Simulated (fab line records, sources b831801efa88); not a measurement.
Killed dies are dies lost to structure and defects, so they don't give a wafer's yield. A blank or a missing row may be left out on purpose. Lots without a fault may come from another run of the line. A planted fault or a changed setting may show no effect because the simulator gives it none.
fab line records | flow sky130
record lots=5 wafers=15 last_day=49
route steps=708 shown FIELD_ISO@20 NWELL@32 DNWELL@35 PWDE@45
lots that met no fault: from a run of the same line without faults
start_h: hours from the record's first day to the start of the lot's first wafer shown | wait_h: hours since the lot's step before | " the same as in the row above | L1.1+2: a row that stands for several wafers | - no value, or no start given | * or withheld: withheld | < > ~ a bound
route shown NAME@n: a module of which the file shows steps, and the number in the route of the first | usual: mean/standard deviation of fault-free wafers | same: alike in all rows | chamber/n: place in a boat | sites: the reading at each site | _std_site: their standard deviation | _edge_site: outer sites' mean less inner sites' | radius_mm: how far each site lies from the wafer's centre | mask NAME#n: copy n | behind: the tool/chamber that last shaped the wafer | hold: why the lot was held/for how many hours/how that ended | device: the transistor (n, p or np) that didn't switch | end of line: the same wafers' tests at the end of the route | a step without rows: its recipe alone | killed: dies lost to structure and defects at the first sort, not the wafer's yield | map: a wafer's dies, x killed, . not, _ none there
set.NAME: the setting as run; set.NAME@STEP: as run at that earlier step | model.NAME: the simulator's own value behind a step, which no gauge read
lots at some steps of the route; a table a step, a row a wafer
services: from which hour (start_h, from the record's first day; less than 0 if before it) a tool's chamber was out of use, for how many hours, and why
## steps
# step SKY_FIELD_ISO_CLEAN_19
# recipe chemistry=SC1/SC2 mix=1:4:20 temp_c=70 time_s=150
# usual temp_c=69.99/0.12
# columns lot.wafer tool chamber start_h wait_h temp_c
L074.2 wet_bench-02 3 32.16 0.0 70.09
L074.4 " 3 " " 69.99
L074.5 " 3 " " 69.88
L082.1 wet_bench-03 3 71.16 0.0 70.05
L082.3 " 3 " " 69.98
L082.4 " 3 " " 69.98
L085.1 wet_bench-03 3 85.11 0.0 70.27
L085.2 " 3 " " 70.17
L085.3 " 3 " " 70.13
L087.1 wet_bench-02 0 98.26 0.0 69.75
L087.3 " 0 " " 69.95
L087.5 " 0 " " 69.71
L091.1 wet_bench-03 1 119.51 0.0 69.94
L091.3 " 1 " " 69.95
L091.5 " 1 " " 69.99
# step SKY_FIELD_ISO_CLEAN_20
# recipe chemistry=dHF time_s=20 dilution=100:1
# columns lot.wafer tool chamber start_h wait_h
L074.2+4+5 wet_bench-03 1 32.21 0.0
L082.1+3+4 wet_bench-03 3 71.21 0.0
L085.1+2+3 wet_bench-02 0 85.16 0.0
L087.1+3+5 wet_bench-01 1 98.32 0.0
L091.1+3+5 wet_bench-02 0 119.62 0.0
# step SKY_FIELD_ISO_WET_ETCH_21
# recipe chemistry=dHF dilution=100:1 target_depth_nm=20 dry=ipa_marangoni target=SiO2 temp_c=25 time_s=400
# usual temp_c=25.01/0.11
# columns lot.wafer tool chamber start_h wait_h temp_c
L074.2 wet_bench-01 0 32.23 0.0 25.18
L074.4 " 0 " " 24.92
L074.5 " 0 " " 25.00
L082.1 wet_bench-03 2 71.23 0.0 25.06
L082.3 " 2 " " 24.90
L082.4 " 2 " " 24.92
L085.1 wet_bench-01 0 85.17 0.0 24.95
L085.2 " 0 " " 24.90
L085.3 " 0 " " 24.67
L087.1 wet_bench-02 3 98.33 0.0 25.31
L087.3 " 3 " " 25.13
L087.5 " 3 " " 25.21
L091.1 wet_bench-01 0 119.63 0.0 25.05
L091.3 " 0 " " 24.94
L091.5 " 0 " " 24.96
# step SKY_FIELD_ISO_OXIDATION_22
# recipe temp_c=950 ambient=O2 stabilise_s=600 purge_s=300 target_thk_a=100 ox_time_s=623
# columns lot.wafer tool chamber start_h wait_h
L074.2+4+5 furnace-01 0 34.06 1.7
L082.1+3+4 furnace-01 0 73.30 2.0
L085.1+2+3 furnace-01 0 86.31 1.0
L087.1+3+5 furnace-02 0 98.74 0.3
L091.1+3+5 furnace-02 0 119.75 0.0
# step SKY_FIELD_ISO_THK_MEAS_23
# recipe reads=SiO2_of_FIELD_ISO_OXIDATION_22
# usual FIELD_ISO_OXIDATION_01_THK=9.95/0.21
# columns lot.wafer tool chamber start_h wait_h FIELD_ISO_OXIDATION_01_THK[nm]
L074.2 film_metro-02 - 35.30 0.1 9.85
L074.4 " - " " 10.03
L074.5 " - " " 10.13
L082.1 film_metro-03 - 74.48 0.0 10.02
L082.3 " - " " 10.04
L082.4 " - " " 9.98
L085.1 film_metro-02 - 87.48 0.0 10.14
L085.2 " - " " 10.00
L085.3 " - " " 10.17
L087.1 film_metro-02 - 99.91 0.0 9.73
L087.3 " - " " 9.88
L087.5 " - " " 9.65
L091.1 film_metro-02 - 120.93 0.0 9.45
L091.3 " - " " 9.58
L091.5 " - " " 9.51
# step SKY_FIELD_ISO_CVD_24
# recipe material=SiO2 target_thk_nm=595 temp_c=650 sigma_open_frac=0.3 time_s=99.2 sih4_flow_sccm=60 pressure_mtorr=6
# columns lot.wafer tool chamber start_h wait_h
L074.2+4+5 hdpcvd-02 0,0,1 35.35 0.0
L082.1+3+4 hdpcvd-01 2,1,2 74.54 0.1
L085.1+2+3 hdpcvd-02 2,0,1 87.54 0.1
L087.1+3+5 hdpcvd-02 0,1,1 99.97 0.1
L091.1+3+5 hdpcvd-01 1,2,1 120.99 0.1
# step SKY_FIELD_ISO_THK_MEAS_25
# recipe reads=SiO2_of_FIELD_ISO_CVD_24
# usual FIELD_ISO_CVD_24_THK=598/6.1
# columns lot.wafer tool chamber start_h wait_h FIELD_ISO_CVD_24_THK[nm]
L074.2 film_metro-02 - 35.43 0.0 600
L074.4 " - " " 602
L074.5 " - " " 604
L082.1 film_metro-02 - 74.61 0.0 597
L082.3 " - " " 592
L082.4 " - " " 599
L085.1 film_metro-02 - 87.61 0.0 597
L085.2 " - " " 600
L085.3 " - " " 594
L087.1 film_metro-02 - 100.04 0.0 595
L087.3 " - " " 592
L087.5 " - " " 599
L091.1 film_metro-02 - 121.06 0.0 610
L091.3 " - " " 608
L091.5 " - " " 600
# step SKY_FIELD_ISO_ANNEAL_26
# recipe temp_c=1000 time_s=1800 ambient=N2
# columns lot.wafer tool chamber start_h wait_h
L074.2+4+5 furnace-02 0 37.26 1.8
L082.1+3+4 furnace-01 0 74.67 0.1
L085.1+2+3 furnace-01 0 89.01 1.4
L087.1+3+5 furnace-02 0 100.10 0.1
L091.1+3+5 furnace-02 0 121.12 0.1
# step SKY_FIELD_ISO_CMP_27
# recipe stop_on=Si3N4 t_overpolish_s=16 down_force_psi=4 platen_rpm=60 target_thk_nm=457.8 pad_velocity_m_s=0.94248
# usual motor_current_A=11.8/1.2 overpolish_run_s=16.001/0.009 time_to_endpoint_s=112/4.1
# columns lot.wafer tool chamber start_h wait_h motor_current_A overpolish_run_s time_to_endpoint_s
L074.2 cmp-01 3 39.23 0.5 12.2 15.997 116
L074.4 " 1 " " 11.2 16.001 111
L074.5 " 0 " " 12.1 15.993 115
L082.4 cmp-02 0 76.17 0.0 9.6 15.996 107
L082.3 " 1 " " 12.0 16.003 105
L082.1 " 3 " " 14.7 16.002 112
L085.2 cmp-01 1 90.51 0.0 10.7 16.013 106
L085.1 " 2 " " 11.4 15.992 117
L085.3 " 0 " " 12.7 16.002 109
L087.1 cmp-02 3 101.60 0.0 13.9 15.996 112
L087.3 " 1 " " 11.4 15.991 108
L087.5 " 0 " " 10.2 16.009 106
L091.3 cmp-02 1 122.72 0.1 12.0 16.002 113
L091.1 " 2 " " 10.5 16.005 114
L091.5 " 0 " " 10.6 16.000 108
# step SKY_FIELD_ISO_WET_ETCH_28
# recipe chemistry=dHF target_depth_nm=23.7 target=SiO2 dilution=10:1 temp_c=25 time_s=47
# usual temp_c=24.99/0.1
# columns lot.wafer tool chamber start_h wait_h temp_c
L074.2 wet_bench-03 0 39.53 0.2 24.99
L074.4 " 0 " " 25.02
L074.5 " 0 " " 25.07
L082.1 wet_bench-03 0 76.47 0.1 25.11
L082.3 " 0 " " 24.87
L082.4 " 0 " " 24.90
L085.1 wet_bench-01 0 90.81 0.2 24.95
L085.2 " 0 " " 25.03
L085.3 " 0 " " 24.77
L087.1 wet_bench-01 3 101.90 0.2 24.93
L087.3 " 3 " " 24.87
L087.5 " 3 " " 24.82
L091.1 wet_bench-01 3 122.92 0.1 24.88
L091.3 " 3 " " 24.97
L091.5 " 3 " " 24.88
# step SKY_FIELD_ISO_WET_ETCH_29
# recipe chemistry=H3PO4 target_depth_nm=160 target=Si3N4 temp_c=160 time_s=1825
# usual temp_c=159.97/0.14
# columns lot.wafer tool chamber start_h wait_h temp_c
L074.2 wet_bench-02 1 39.55 0.0 159.89
L074.4 " 1 " " 160.01
L074.5 " 1 " " 160.01
L082.1 wet_bench-02 0 76.49 0.0 160.04
L082.3 " 0 " " 160.21
L082.4 " 0 " " 160.02
L085.1 wet_bench-01 2 90.83 0.0 160.00
L085.2 " 2 " " 159.94
L085.3 " 2 " " 159.94
L087.1 wet_bench-03 3 101.92 0.0 159.86
L087.3 " 3 " " 159.86
L087.5 " 3 " " 159.90
L091.1 wet_bench-03 3 122.94 0.0 159.98
L091.3 " 3 " " 160.33
L091.5 " 3 " " 160.27
# step SKY_FIELD_ISO_WET_ETCH_30
# recipe chemistry=dHF target_depth_nm=25 target=SiO2 dilution=10:1 temp_c=25 time_s=50
# usual temp_c=25.00/0.1
# columns lot.wafer tool chamber start_h wait_h temp_c
L074.2 wet_bench-03 0 40.58 0.0 24.91
L074.4 " 0 " " 24.91
L074.5 " 0 " " 24.90
L082.1 wet_bench-03 0 77.01 0.0 25.03
L082.3 " 0 " " 24.78
L082.4 " 0 " " 24.96
L085.1 wet_bench-02 2 91.35 0.0 24.88
L085.2 " 2 " " 24.98
L085.3 " 2 " " 25.06
L087.1 wet_bench-01 3 102.48 0.0 25.18
L087.3 " 3 " " 25.05
L087.5 " 3 " " 24.89
L091.1 wet_bench-01 1 124.06 0.0 24.77
L091.3 " 1 " " 24.86
L091.5 " 1 " " 25.14
# step SKY_NWELL_CLEAN_00
# recipe chemistry=SC1/SC2 mix=1:4:20 temp_c=70 time_s=150 dry=n2_spin
# usual temp_c=70.00/0.13
# columns lot.wafer tool chamber start_h wait_h temp_c
L074.2 wet_bench-01 0 40.60 0.0 69.97
L074.4 " 0 " " 69.88
L074.5 " 0 " " 70.11
L082.1 wet_bench-02 0 77.03 0.0 70.20
L082.3 " 0 " " 70.20
L082.4 " 0 " " 70.07
L085.1 wet_bench-03 1 91.37 0.0 69.87
L085.2 " 1 " " 70.02
L085.3 " 1 " " 69.96
L087.1 wet_bench-03 3 102.51 0.0 69.88
L087.3 " 3 " " 69.92
L087.5 " 3 " " 69.88
L091.1 wet_bench-02 2 124.08 0.0 69.93
L091.3 " 2 " " 70.17
L091.5 " 2 " " 70.13
# step SKY_NWELL_OXIDATION_01
# recipe temp_c=900 ambient=O2 stabilise_s=600 purge_s=300 target_thk_a=100 ox_time_s=1418
# columns lot.wafer tool chamber start_h wait_h
L074.2+4+5 furnace-01 0 40.86 0.2
L082.1+3+4 furnace-02 0 78.01 0.9
L085.1+2+3 furnace-02 0 93.07 1.7
L087.1+3+5 furnace-01 0 102.80 0.2
L091.1+3+5 furnace-02 0 124.13 0.0
# step SKY_NWELL_THK_MEAS_02
# recipe reads=SiO2_of_NWELL_OXIDATION_01
# usual NWELL_OXIDATION_THK=9.98/0.22
# columns lot.wafer tool chamber start_h wait_h NWELL_OXIDATION_THK[nm]
L074.2 film_metro-02 - 42.32 0.1 10.33
L074.4 " - " " 10.18
L074.5 " - " " 10.07
L082.1 film_metro-01 - 79.40 0.0 9.97
L082.3 " - " " 10.09
L082.4 " - " " 9.92
L085.1 film_metro-01 - 94.47 0.0 9.87
L085.2 " - " " 9.87
L085.3 " - " " 9.81
L087.1 film_metro-02 - 104.19 0.0 10.06
L087.3 " - " " 10.00
L087.5 " - " " 9.94
L091.1 film_metro-01 - 125.53 0.0 9.78
L091.3 " - " " 9.83
L091.5 " - " " 9.86
# step SKY_DNWELL_DEHYDRATE_00
# recipe temp_c=200 time_s=60
# columns lot.wafer tool chamber start_h wait_h
L074.2+4+5 litho_track-01 0 49.11 6.8
L082.1+3+4 litho_track-02 0 87.73 8.3
L085.1+2+3 litho_track-02 0 102.38 7.9
L087.1+3+5 litho_track-03 0 112.08 7.9
L091.1+3+5 litho_track-02 0 133.53 8.0
# step SKY_DNWELL_HMDS_01
# recipe prime_time_s=60 prime_temp_c=120
# columns lot.wafer tool chamber start_h wait_h
L074.2+4+5 litho_track-01 0 49.26 0.1
L082.1+3+4 litho_track-02 0 87.88 0.1
L085.1+2+3 litho_track-02 0 102.53 0.1
L087.1+3+5 litho_track-03 0 112.23 0.1
L091.1+3+5 litho_track-02 0 133.68 0.1
# step SKY_DNWELL_COAT_02
# recipe spin_rpm=2000 resist_thk_nm=3000
# columns lot.wafer tool chamber start_h wait_h
L074.2+4+5 litho_track-01 0 49.41 0.1
L082.1+3+4 litho_track-02 0 88.03 0.1
L085.1+2+3 litho_track-02 0 102.68 0.1
L087.1+3+5 litho_track-03 0 112.38 0.1
L091.1+3+5 litho_track-02 0 133.83 0.1
# step SKY_DNWELL_SOFTBAKE_03
# recipe temp_c=110 time_s=withheld
# columns lot.wafer tool chamber start_h wait_h
L074.2+4+5 litho_track-01 0 49.57 0.1
L082.1+3+4 litho_track-02 0 88.18 0.1
L085.1+2+3 litho_track-02 0 102.83 0.1
L087.1+3+5 litho_track-03 0 112.53 0.1
L091.1+3+5 litho_track-02 0 133.98 0.1
# step SKY_DNWELL_EXPOSE_04
# recipe mask_id=DNM na=0.57 target_cd_nm=3000 dose_mj=222
# columns lot.wafer tool chamber start_h wait_h mask
L074.2+4+5 iline_stepper-02 0 - - DNM#0
L082.1+3+4 iline_stepper-01 0 - - DNM#0
L085.1+2+3 iline_stepper-01 0 - - DNM#0
L087.1+3+5 iline_stepper-01 0 - - DNM#0
L091.1+3+5 iline_stepper-02 0 - - DNM#0
# step SKY_DNWELL_PEB_05
# recipe temp_c=115 time_s=withheld
# columns lot.wafer tool chamber start_h wait_h
L074.2+4+5 litho_track-02 0 - -
L082.1+3+4 litho_track-02 0 - -
L085.1+2+3 litho_track-03 0 - -
L087.1+3+5 litho_track-03 0 - -
L091.1+3+5 litho_track-03 0 - -
# step SKY_DNWELL_DEVELOP_06
# recipe wall_angle_deg=90 developer=TMAH develop_time_s=60 dev_temp_c=23
# columns lot.wafer tool chamber start_h wait_h
L074.2+4+5 litho_track-02 0 - -
L082.1+3+4 litho_track-02 0 - -
L085.1+2+3 litho_track-03 0 - -
L087.1+3+5 litho_track-03 0 - -
L091.1+3+5 litho_track-03 0 - -
# step SKY_DNWELL_IMPLANT_07
# recipe species=P energy_kev=withheld dose_cm2=withheld tilt_deg=withheld
# columns lot.wafer tool chamber start_h wait_h
L074.2+4+5 implanter-01 0 57.26 -
L082.1+3+4 implanter-03 0 96.08 -
L085.1+2+3 implanter-02 0 111.78 -
L087.1+3+5 implanter-01 0 121.88 -
L091.1+3+5 implanter-01 0 143.38 -
# step SKY_DNWELL_STRIP_08
# recipe chemistry=O2/N2 power_w=1400 pressure_mtorr=1500 platen_temp_c=withheld o2_flow_sccm=3000 n2_flow_sccm=300 overash_fraction=0.5
# usual drypump_motor_current_A=5.7/0.47 oes_product_au=0.722/0.0045 strip_time_to_endpoint_s=36.98/0.13
# columns lot.wafer tool chamber start_h wait_h drypump_motor_current_A oes_product_au rf_hours_counter_h strip_time_to_endpoint_s
L074.2 plasma_asher-03 0 57.38 0.1 5.2 0.730 35 37.10
L074.4 " 1 " " 6.0 0.719 - 36.95
L074.5 " 1 " " 6.0 0.717 - 36.98
L082.1 plasma_asher-01 0 96.23 0.1 6.4 0.726 41 36.94
L082.3 " 0 " " 6.3 0.724 - 36.89
L082.4 " 1 " " 5.7 0.725 - 37.06
L085.1 plasma_asher-01 0 111.93 0.1 6.3 0.722 42 36.95
L085.2 " 1 " " 5.7 0.721 42 36.94
L085.3 " 0 " " 6.3 0.720 - 36.88
L087.1 plasma_asher-02 0 122.03 0.1 5.0 0.713 0 37.05
L087.3 " 0 " " 5.0 0.722 - 36.85
L087.5 " 0 " " 5.0 0.729 - 36.86
L091.1 plasma_asher-01 0 143.53 0.1 6.3 0.717 46 36.91
L091.3 " 0 " " 6.3 0.721 - 36.91
L091.5 " 0 " " 6.3 0.736 - 36.89
# step SKY_DNWELL_TW_MEAS_09
# usual DNWELL_TW=1130/6.7
# columns lot.wafer tool chamber start_h wait_h DNWELL_TW
L074.2 film_metro-01 - 57.49 0.1 1128
L074.4 " - " " 1123
L074.5 " - " " 1128
L082.1 film_metro-01 - 96.33 0.1 1130
L082.3 " - " " 1133
L082.4 " - " " 1127
L085.1 film_metro-02 - 112.03 0.1 1129
L085.2 " - " " 1132
L085.3 " - " " 1137
L087.1 film_metro-01 - 122.13 0.1 1131
L087.3 " - " " 1135
L087.5 " - " " 1130
L091.1 film_metro-01 - 143.63 0.1 1134
L091.3 " - " " 1137
L091.5 " - " " 1133
# step SKY_PWDE_DEHYDRATE_00
# recipe temp_c=200 time_s=60
# columns lot.wafer tool chamber start_h wait_h
L074.2+4+5 litho_track-03 0 64.86 7.4
L082.1+3+4 litho_track-03 0 104.63 8.3
L085.1+2+3 litho_track-02 0 120.43 8.4
L087.1+3+5 litho_track-02 0 130.78 8.6
L091.1+3+5 litho_track-04 0 152.54 8.9
# step SKY_PWDE_HMDS_01
# recipe prime_time_s=60 prime_temp_c=120
# columns lot.wafer tool chamber start_h wait_h
L074.2+4+5 litho_track-03 0 65.01 0.1
L082.1+3+4 litho_track-03 0 104.78 0.1
L085.1+2+3 litho_track-02 0 120.58 0.1
L087.1+3+5 litho_track-02 0 130.93 0.1
L091.1+3+5 litho_track-04 0 152.69 0.1
# step SKY_PWDE_COAT_02
# recipe spin_rpm=2000 resist_thk_nm=3000
# columns lot.wafer tool chamber start_h wait_h
L074.2+4+5 litho_track-03 0 65.16 0.1
L082.1+3+4 litho_track-03 0 104.93 0.1
L085.1+2+3 litho_track-02 0 120.73 0.1
L087.1+3+5 litho_track-02 0 131.08 0.1
L091.1+3+5 litho_track-04 0 152.84 0.1
# step SKY_PWDE_SOFTBAKE_03
# recipe temp_c=110 time_s=withheld
# columns lot.wafer tool chamber start_h wait_h
L074.2+4+5 litho_track-03 0 65.31 0.1
L082.1+3+4 litho_track-03 0 105.08 0.1
L085.1+2+3 litho_track-02 0 120.88 0.1
L087.1+3+5 litho_track-02 0 131.23 0.1
L091.1+3+5 litho_track-04 0 152.99 0.1
# step SKY_PWDE_EXPOSE_04
# recipe mask_id=PWDEM na=0.6 source_shape=conventional sigma_outer=0.6 polarization=unpolarized target_cd_nm=840 dose_mj=214
# columns lot.wafer tool chamber start_h wait_h mask
L074.2+4+5 iline_stepper-02 0 - - PWDEM#0
L082.1+3+4 iline_stepper-01 0 - - PWDEM#0
L085.1+2+3 iline_stepper-01 0 - - PWDEM#0
L087.1+3+5 iline_stepper-02 0 - - PWDEM#0
L091.1+3+5 iline_stepper-01 0 - - PWDEM#0
# step SKY_PWDE_PEB_05
# recipe temp_c=115 time_s=withheld
# columns lot.wafer tool chamber start_h wait_h
L074.2+4+5 litho_track-02 0 - -
L082.1+3+4 litho_track-03 0 - -
L085.1+2+3 litho_track-02 0 - -
L087.1+3+5 litho_track-03 0 - -
L091.1+3+5 litho_track-03 0 - -
# step SKY_PWDE_DEVELOP_06
# recipe wall_angle_deg=90 developer=TMAH develop_time_s=60 dev_temp_c=23
# columns lot.wafer tool chamber start_h wait_h
L074.2+4+5 litho_track-02 0 - -
L082.1+3+4 litho_track-03 0 - -
L085.1+2+3 litho_track-02 0 - -
L087.1+3+5 litho_track-03 0 - -
L091.1+3+5 litho_track-03 0 - -
# step SKY_PWDE_OVL_MEAS_07
# usual PWDE_OVL=-0.4/1
# columns lot.wafer tool chamber start_h wait_h PWDE_OVL[nm]
L074.2 overlay-02 - 73.49 - 0.1
L074.4 " - " " 0.0
L074.5 " - " " 0.0
L082.1 overlay-01 - 113.78 - -0.8
L082.3 " - " " 0.1
L082.4 " - " " 0.4
L085.1 overlay-01 - 130.48 - 1.0
L085.2 " - " " 0.1
L085.3 " - " " -0.4
L087.1 overlay-01 - 140.88 - -1.8
L087.3 " - " " -1.0
L087.5 " - " " -2.4
L091.1 overlay-02 - 163.58 - 0.4
L091.3 " - " " -2.2
L091.5 " - " " 0.7
# step SKY_PWDE_IMPLANT_08
# recipe species=B energy_kev=150 dose_cm2=3.6e+12 tilt_deg=withheld
# columns lot.wafer tool chamber start_h wait_h
L074.2+4+5 implanter-03 0 73.54 0.0
L082.1+3+4 implanter-03 0 113.82 0.0
L085.1+2+3 implanter-04 0 130.52 0.0
L087.1+3+5 implanter-04 0 140.92 0.0
L091.1+3+5 implanter-03 0 163.62 0.0
# step SKY_PWDE_STRIP_09
# recipe chemistry=O2/N2 power_w=1400 pressure_mtorr=1500 platen_temp_c=withheld o2_flow_sccm=3000 n2_flow_sccm=300 overash_fraction=0.5
# usual drypump_motor_current_A=5.4/0.47 oes_product_au=0.722/0.0043 strip_time_to_endpoint_s=36.94/0.1
# columns lot.wafer tool chamber start_h wait_h drypump_motor_current_A oes_product_au rf_hours_counter_h strip_time_to_endpoint_s
L074.2 plasma_asher-04 0 73.67 0.1 5.0 0.717 27 36.85
L074.4 " 0 " " 5.0 0.717 - 36.93
L074.5 " 1 " " 5.2 0.729 - 36.82
L082.1 plasma_asher-04 0 113.97 0.1 5.0 0.722 31 37.09
L082.3 " 0 " " 5.0 0.719 - 37.14
L082.4 " 1 " " 5.2 0.722 - 37.05
L085.1 plasma_asher-04 1 130.67 0.1 5.2 0.727 33 36.96
L085.2 " 0 " " 5.0 0.726 33 37.00
L085.3 " 0 " " 5.0 0.719 - 36.95
L087.1 plasma_asher-04 0 141.07 0.1 5.0 0.719 34 36.77
L087.3 " 0 " " 5.0 0.720 - 36.90
L087.5 " 0 " " 5.0 0.716 - 36.69
L091.1 plasma_asher-03 0 163.77 0.1 5.2 0.721 46 36.92
L091.3 " 1 " " 6.1 0.723 - 36.96
L091.5 " 0 " " 5.2 0.724 - 36.97
# step SKY_PWDE_TW_MEAS_10
# usual PWDE_TW=378.5/2.5
# columns lot.wafer tool chamber start_h wait_h PWDE_TW
L074.2 film_metro-02 - 73.78 0.1 375.3
L074.4 " - " " 377.9
L074.5 " - " " 375.9
L082.1 film_metro-02 - 114.07 0.1 378.9
L082.3 " - " " 377.6
L082.4 " - " " 377.8
L085.1 film_metro-01 - 130.77 0.1 380.1
L085.2 " - " " 381.5
L085.3 " - " " 379.8
L087.1 film_metro-02 - 141.17 0.1 378.8
L087.3 " - " " 379.7
L087.5 " - " " 378.0
L091.1 film_metro-01 - 163.87 0.1 378.3
L091.3 " - " " 380.6
L091.5 " - " " 381.8
# step SKY_NWELL_DEHYDRATE_03
# recipe temp_c=200 time_s=60
# columns lot.wafer tool chamber start_h wait_h
L074.2+4+5 litho_track-03 0 81.76 8.0
L082.1+3+4 litho_track-01 0 123.33 9.3
L085.1+2+3 litho_track-03 0 139.88 9.1
L087.1+3+5 litho_track-04 0 150.29 9.1
L091.1+3+5 litho_track-01 0 172.83 9.0
# step SKY_NWELL_HMDS_04
# recipe prime_time_s=60 prime_temp_c=120
# columns lot.wafer tool chamber start_h wait_h
L074.2+4+5 litho_track-03 0 81.91 0.1
L082.1+3+4 litho_track-01 0 123.48 0.1
L085.1+2+3 litho_track-03 0 140.03 0.1
L087.1+3+5 litho_track-04 0 150.44 0.1
L091.1+3+5 litho_track-01 0 172.98 0.1
# step SKY_NWELL_COAT_05
# recipe spin_rpm=1961 resist_thk_nm=3000
# columns lot.wafer tool chamber start_h wait_h
L074.2+4+5 litho_track-03 0 82.06 0.1
L082.1+3+4 litho_track-01 0 123.63 0.1
L085.1+2+3 litho_track-03 0 140.18 0.1
L087.1+3+5 litho_track-04 0 150.59 0.1
L091.1+3+5 litho_track-01 0 173.13 0.1
# step SKY_NWELL_SOFTBAKE_06
# recipe temp_c=110 time_s=withheld
# columns lot.wafer tool chamber start_h wait_h
L074.2+4+5 litho_track-03 0 82.21 0.1
L082.1+3+4 litho_track-01 0 123.78 0.1
L085.1+2+3 litho_track-03 0 140.33 0.1
L087.1+3+5 litho_track-04 0 150.74 0.1
L091.1+3+5 litho_track-01 0 173.28 0.1
# step SKY_NWELL_EXPOSE_07
# recipe mask_id=NWM na=0.6 source_shape=conventional sigma_outer=0.6 polarization=unpolarized target_cd_nm=840 dose_mj=255
# columns lot.wafer tool chamber start_h wait_h mask
L074.2+4+5 iline_stepper-01 0 - - NWM#0
L082.1+3+4 iline_stepper-02 0 - - NWM#0
L085.1+2+3 iline_stepper-02 0 - - NWM#0
L087.1+3+5 iline_stepper-01 0 - - NWM#0
L091.1+3+5 iline_stepper-01 0 - - NWM#0
# step SKY_NWELL_PEB_08
# recipe temp_c=115 time_s=withheld
# columns lot.wafer tool chamber start_h wait_h
L074.2+4+5 litho_track-01 0 - -
L082.1+3+4 litho_track-01 0 - -
L085.1+2+3 litho_track-04 0 - -
L087.1+3+5 litho_track-03 0 - -
L091.1+3+5 litho_track-04 0 - -
# step SKY_NWELL_DEVELOP_09
# recipe wall_angle_deg=90 developer=TMAH develop_time_s=60 dev_temp_c=23
# columns lot.wafer tool chamber start_h wait_h
L074.2+4+5 litho_track-01 0 - -
L082.1+3+4 litho_track-01 0 - -
L085.1+2+3 litho_track-04 0 - -
L087.1+3+5 litho_track-03 0 - -
L091.1+3+5 litho_track-04 0 - -
# step SKY_NWELL_OVL_MEAS_10
# usual NWELL_00_OVL=0.2/1.3
# columns lot.wafer tool chamber start_h wait_h NWELL_00_OVL[nm]
L074.2 overlay-02 - 90.59 - 1.2
L074.4 " - " " 0.5
L074.5 " - " " 0.1
L082.1 overlay-02 - 132.93 - -0.5
L082.3 " - " " 0.2
L082.4 " - " " -0.5
L085.1 overlay-01 - 150.29 - 0.2
L085.2 " - " " -0.6
L085.3 " - " " -0.7
L087.1 overlay-01 - 161.33 - -0.7
L087.3 " - " " -0.6
L087.5 " - " " -1.7
L091.1 overlay-02 - 184.09 - -0.1
L091.3 " - " " 1.4
L091.5 " - " " 1.2
# step SKY_NWELL_IMPLANT_11
# recipe species=P energy_kev=400 dose_cm2=1.9e+13 tilt_deg=withheld
# columns lot.wafer tool chamber start_h wait_h
L074.2+4+5 implanter-03 0 90.65 0.0
L082.1+3+4 implanter-03 0 132.97 0.0
L085.1+2+3 implanter-04 0 150.33 0.0
L087.1+3+5 implanter-04 0 161.37 0.0
L091.1+3+5 implanter-03 0 184.13 0.0
# step SKY_NWELL_IMPLANT_12
# recipe species=P energy_kev=120 dose_cm2=1.3e+12 tilt_deg=withheld
# columns lot.wafer tool chamber start_h wait_h
L074.2+4+5 implanter-03 0 90.80 0.1
L082.1+3+4 implanter-03 0 133.12 0.1
L085.1+2+3 implanter-04 0 150.48 0.1
L087.1+3+5 implanter-04 0 161.52 0.1
L091.1+3+5 implanter-03 0 184.28 0.1
# step SKY_NWELL_IMPLANT_13
# recipe species=P energy_kev=50 dose_cm2=7e+11 tilt_deg=withheld
# columns lot.wafer tool chamber start_h wait_h
L074.2+4+5 implanter-03 0 90.95 0.1
L082.1+3+4 implanter-03 0 133.27 0.1
L085.1+2+3 implanter-04 0 150.63 0.1
L087.1+3+5 implanter-04 0 161.67 0.1
L091.1+3+5 implanter-03 0 184.43 0.1
# step SKY_NWELL_STRIP_14
# recipe chemistry=O2/N2 power_w=1400 pressure_mtorr=1500 platen_temp_c=withheld o2_flow_sccm=3000 n2_flow_sccm=300 overash_fraction=0.5
# usual drypump_motor_current_A=5.6/0.48 oes_product_au=0.722/0.0044 strip_time_to_endpoint_s=37.31/0.088
# columns lot.wafer tool chamber start_h wait_h drypump_motor_current_A oes_product_au rf_hours_counter_h strip_time_to_endpoint_s
L074.2 plasma_asher-04 0 91.07 0.1 5.0 0.723 29 37.32
L074.4 " 1 " " 5.2 0.713 - 37.29
L074.5 " 0 " " 5.0 0.726 - 37.28
L082.1 plasma_asher-01 1 133.42 0.1 5.6 0.725 45 37.46
L082.3 " 1 " " 5.7 0.730 - 37.47
L082.4 " 0 " " 6.4 0.724 - 37.44
L085.1 plasma_asher-03 1 150.78 0.1 6.1 0.724 45 37.28
L085.2 " 0 " " 5.2 0.725 45 37.13
L085.3 " 1 " " 6.1 0.718 - 37.31
L087.1 plasma_asher-04 0 161.82 0.1 5.0 0.725 36 37.25
L087.3 " 1 " " 5.2 0.727 - 37.31
L087.5 " 1 " " 5.2 0.725 - 37.20
L091.1 plasma_asher-01 1 184.58 0.1 5.6 0.729 50 37.31
L091.3 " 0 " " 6.3 0.724 - 37.29
L091.5 " 0 " " 6.3 0.722 - 37.25
# step SKY_NWELL_TW_MEAS_15
# usual NWELL_TW=1846/9.7
# columns lot.wafer tool chamber start_h wait_h NWELL_TW
L074.2 film_metro-01 - 91.18 0.1 1858
L074.4 " - " " 1860
L074.5 " - " " 1855
L082.1 film_metro-01 - 133.52 0.1 1859
L082.3 " - " " 1858
L082.4 " - " " 1856
L085.1 film_metro-01 - 150.88 0.1 1857
L085.2 " - " " 1849
L085.3 " - " " 1845
L087.1 film_metro-01 - 161.92 0.1 1853
L087.3 " - " " 1856
L087.5 " - " " 1844
L091.1 film_metro-04 - 184.68 0.1 1833
L091.3 " - " " 1832
L091.5 " - " " 1834
## services
# columns tool chamber start_h hours kind
furnace-01 - 29.03 3.7 pm
implanter-01 - 32.45 3.9 pm
furnace-02 - 33.04 4.2 pm
cmp-02 - 37.77 4.8 pm
implanter-03 - 39.84 16.9 repair
implanter-01 - 48.36 3.9 repair
cmp-02 - 54.92 1.4 repair
implanter-03 - 56.75 4.2 pm
cmp-02 - 64.00 4.0 pm
hdpcvd-02 - 66.75 15.0 pm
iline_stepper-02 - 71.41 19.9 repair
furnace-02 - 71.63 2.4 pm
plasma_asher-04 - 74.31 2.0 repair
plasma_asher-01 - 80.04 0.5 repair
implanter-03 - 81.72 4.4 repair
implanter-04 - 87.20 2.5 repair
furnace-01 - 90.51 4.2 pm
cmp-02 - 113.25 0.9 repair
furnace-01 - 134.53 2.3 pm
furnace-01 - 165.14 7.9 repair
implanter-04 - 166.37 2.8 pm
implanter-01 - 167.13 2.2 repair
furnace-02 - 172.57 5.1 repair
plasma_asher-03 - 174.20 0.9 repair
## key
fault none
